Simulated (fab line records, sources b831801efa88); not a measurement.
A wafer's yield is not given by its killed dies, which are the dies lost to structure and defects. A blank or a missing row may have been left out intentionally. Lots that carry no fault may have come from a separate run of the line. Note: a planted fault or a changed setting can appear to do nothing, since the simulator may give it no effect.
Matching of chambers || flow gf180mcu || GF_CONTACT_ETCH_16 on rieDiel-04: 4 sister chambers
The step etches BARC in N2/H2. 27 wafers are shown with their chamber, then 12 later ones without.

## WAFERS PAIRED WITH THEIR CHAMBERS
{"wafer": "L075.2", "chamber": 0, "drypumpMotorCurrentA (A)": 6.1, "throttleValvePct (%)": 13.222, "oesProductAu (a.u.)": 0.856}
{"wafer": "L075.3", "chamber": 3, "drypumpMotorCurrentA (A)": 6.3, "throttleValvePct (%)": 13.231, "oesProductAu (a.u.)": 0.846}
{"wafer": "L075.4", "chamber": 2, "drypumpMotorCurrentA (A)": 5.8, "throttleValvePct (%)": 13.245, "oesProductAu (a.u.)": 0.857}
{"wafer": "L077.1", "chamber": 3, "drypumpMotorCurrentA (A)": 6.3, "throttleValvePct (%)": 13.209, "oesProductAu (a.u.)": 0.853}
{"wafer": "L077.2", "chamber": 0, "drypumpMotorCurrentA (A)": 6.1, "throttleValvePct (%)": 13.250, "oesProductAu (a.u.)": 0.857}
{"wafer": "L077.3", "chamber": 2, "drypumpMotorCurrentA (A)": 5.8, "throttleValvePct (%)": 13.204, "oesProductAu (a.u.)": 0.866}
{"wafer": "L077.4", "chamber": 1, "drypumpMotorCurrentA (A)": 5.0, "throttleValvePct (%)": 13.233, "oesProductAu (a.u.)": 0.865}
{"wafer": "L077.5", "chamber": 3, "drypumpMotorCurrentA (A)": 6.3, "throttleValvePct (%)": 13.224, "oesProductAu (a.u.)": 0.862}
{"wafer": "L077.6", "chamber": 0, "drypumpMotorCurrentA (A)": 6.2, "throttleValvePct (%)": 13.225, "oesProductAu (a.u.)": 0.865}
{"wafer": "L078.1", "chamber": 1, "drypumpMotorCurrentA (A)": 5.0, "throttleValvePct (%)": 13.231, "oesProductAu (a.u.)": 0.864}
{"wafer": "L078.2", "chamber": 3, "drypumpMotorCurrentA (A)": 6.3, "throttleValvePct (%)": 13.229, "oesProductAu (a.u.)": 0.856}
{"wafer": "L078.3", "chamber": 0, "drypumpMotorCurrentA (A)": 6.1, "throttleValvePct (%)": 13.221, "oesProductAu (a.u.)": 0.856}
{"wafer": "L078.4", "chamber": 1, "drypumpMotorCurrentA (A)": 5.0, "throttleValvePct (%)": 13.227, "oesProductAu (a.u.)": 0.857}
{"wafer": "L078.5", "chamber": 3, "drypumpMotorCurrentA (A)": 6.3, "throttleValvePct (%)": 13.222, "oesProductAu (a.u.)": 0.852}
{"wafer": "L078.6", "chamber": 0, "drypumpMotorCurrentA (A)": 6.1, "throttleValvePct (%)": 13.232, "oesProductAu (a.u.)": 0.846}
{"wafer": "L079.1", "chamber": 3, "drypumpMotorCurrentA (A)": 6.3, "throttleValvePct (%)": 13.230, "oesProductAu (a.u.)": 0.849}
{"wafer": "L079.4", "chamber": 0, "drypumpMotorCurrentA (A)": 6.1, "throttleValvePct (%)": 13.237, "oesProductAu (a.u.)": 0.857}
{"wafer": "L079.6", "chamber": 3, "drypumpMotorCurrentA (A)": 6.3, "throttleValvePct (%)": 13.237, "oesProductAu (a.u.)": 0.854}
{"wafer": "L081.1", "chamber": 2, "drypumpMotorCurrentA (A)": 5.8, "throttleValvePct (%)": 13.237, "oesProductAu (a.u.)": 0.853}
{"wafer": "L081.2", "chamber": 0, "drypumpMotorCurrentA (A)": 6.2, "throttleValvePct (%)": 13.237, "oesProductAu (a.u.)": 0.857}
{"wafer": "L081.3", "chamber": 3, "drypumpMotorCurrentA (A)": 6.3, "throttleValvePct (%)": 13.222, "oesProductAu (a.u.)": 0.856}
{"wafer": "L081.4", "chamber": 1, "drypumpMotorCurrentA (A)": 5.0, "throttleValvePct (%)": 13.240, "oesProductAu (a.u.)": 0.854}
{"wafer": "L081.5", "chamber": 2, "drypumpMotorCurrentA (A)": 5.8, "throttleValvePct (%)": 13.233, "oesProductAu (a.u.)": 0.860}
{"wafer": "L081.6", "chamber": 1, "drypumpMotorCurrentA (A)": 5.0, "throttleValvePct (%)": 13.203, "oesProductAu (a.u.)": 0.852}
{"wafer": "L083.3", "chamber": 3, "drypumpMotorCurrentA (A)": 6.3, "throttleValvePct (%)": 13.234, "oesProductAu (a.u.)": 0.857}
{"wafer": "L083.5", "chamber": 1, "drypumpMotorCurrentA (A)": 5.0, "throttleValvePct (%)": 13.217, "oesProductAu (a.u.)": 0.857}
{"wafer": "L083.6", "chamber": 2, "drypumpMotorCurrentA (A)": 5.8, "throttleValvePct (%)": 13.248, "oesProductAu (a.u.)": 0.846}

SIGNATURES (means of the wafers above)
{"reading": "drypumpMotorCurrentA", "chamber 0": 6.129, "chamber 1": 5.000, "chamber 2": 5.800, "chamber 3": 6.300, "scatter within a chamber": 0.0249}
{"reading": "throttleValvePct", "chamber 0": 13.23200, "chamber 1": 13.22517, "chamber 2": 13.23340, "chamber 3": 13.22644, "scatter within a chamber": 0.012}
{"reading": "oesProductAu", "chamber 0": 0.85629, "chamber 1": 0.85817, "chamber 2": 0.85640, "chamber 3": 0.85389, "scatter within a chamber": 0.0056}
Rule: for a wafer and a chamber, the distance is found by dividing, reading by reading, the gap between the wafer's reading and the chamber's mean by the reading's scatter, squaring, summing and taking the root. The wafer belongs to the nearest chamber; if the next one is less than 2 further off, it can't be placed. The scatter: the root of (the sum of the squares of (reading less its chamber's mean) over the shown wafers, divided by (wafers less chambers)).

## WAFERS WITH NO CHAMBER GIVEN
{"wafer": "L086.1", "drypumpMotorCurrentA (A)": 6.3, "throttleValvePct (%)": 13.228, "oesProductAu (a.u.)": 0.856}
{"wafer": "L086.3", "drypumpMotorCurrentA (A)": 5.0, "throttleValvePct (%)": 13.214, "oesProductAu (a.u.)": 0.860}
{"wafer": "L086.4", "drypumpMotorCurrentA (A)": 5.8, "throttleValvePct (%)": 13.220, "oesProductAu (a.u.)": 0.853}
{"wafer": "L089.1", "drypumpMotorCurrentA (A)": 5.0, "throttleValvePct (%)": 13.223, "oesProductAu (a.u.)": 0.857}
{"wafer": "L089.2", "drypumpMotorCurrentA (A)": 6.3, "throttleValvePct (%)": 13.202, "oesProductAu (a.u.)": 0.854}
{"wafer": "L089.6", "drypumpMotorCurrentA (A)": 6.3, "throttleValvePct (%)": 13.232, "oesProductAu (a.u.)": 0.853}
{"wafer": "L093.1", "drypumpMotorCurrentA (A)": 6.3, "throttleValvePct (%)": 13.209, "oesProductAu (a.u.)": 0.861}
{"wafer": "L093.5", "drypumpMotorCurrentA (A)": 5.8, "throttleValvePct (%)": 13.215, "oesProductAu (a.u.)": 0.849}
{"wafer": "L093.6", "drypumpMotorCurrentA (A)": 6.3, "throttleValvePct (%)": 13.226, "oesProductAu (a.u.)": 0.859}
{"wafer": "L095.2", "drypumpMotorCurrentA (A)": 6.2, "throttleValvePct (%)": 13.246, "oesProductAu (a.u.)": 0.854}
{"wafer": "L095.5", "drypumpMotorCurrentA (A)": 5.0, "throttleValvePct (%)": 13.220, "oesProductAu (a.u.)": 0.854}
{"wafer": "L095.6", "drypumpMotorCurrentA (A)": 6.3, "throttleValvePct (%)": 13.236, "oesProductAu (a.u.)": 0.856}

## CHAMBER TAKEN BY EACH
{"wafer": "L086.1", "from the rows above": 3, "in truth": 3}
{"wafer": "L086.3", "from the rows above": 1, "in truth": 1}
{"wafer": "L086.4", "from the rows above": 2, "in truth": 2}
{"wafer": "L089.1", "from the rows above": 1, "in truth": 1}
{"wafer": "L089.2", "from the rows above": 3, "in truth": 3}
{"wafer": "L089.6", "from the rows above": 3, "in truth": 3}
{"wafer": "L093.1", "from the rows above": 3, "in truth": 3}
{"wafer": "L093.5", "from the rows above": 2, "in truth": 2}
{"wafer": "L093.6", "from the rows above": 3, "in truth": 3}
{"wafer": "L095.2", "from the rows above": "can't be placed: 0 or 3", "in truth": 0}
{"wafer": "L095.5", "from the rows above": 1, "in truth": 1}
{"wafer": "L095.6", "from the rows above": 3, "in truth": 3}
Correct placement for 11 of the 12. Unplaceable from these rows: 1, with the true chamber sitting among the candidates in 1. Wrongly placed: 0.
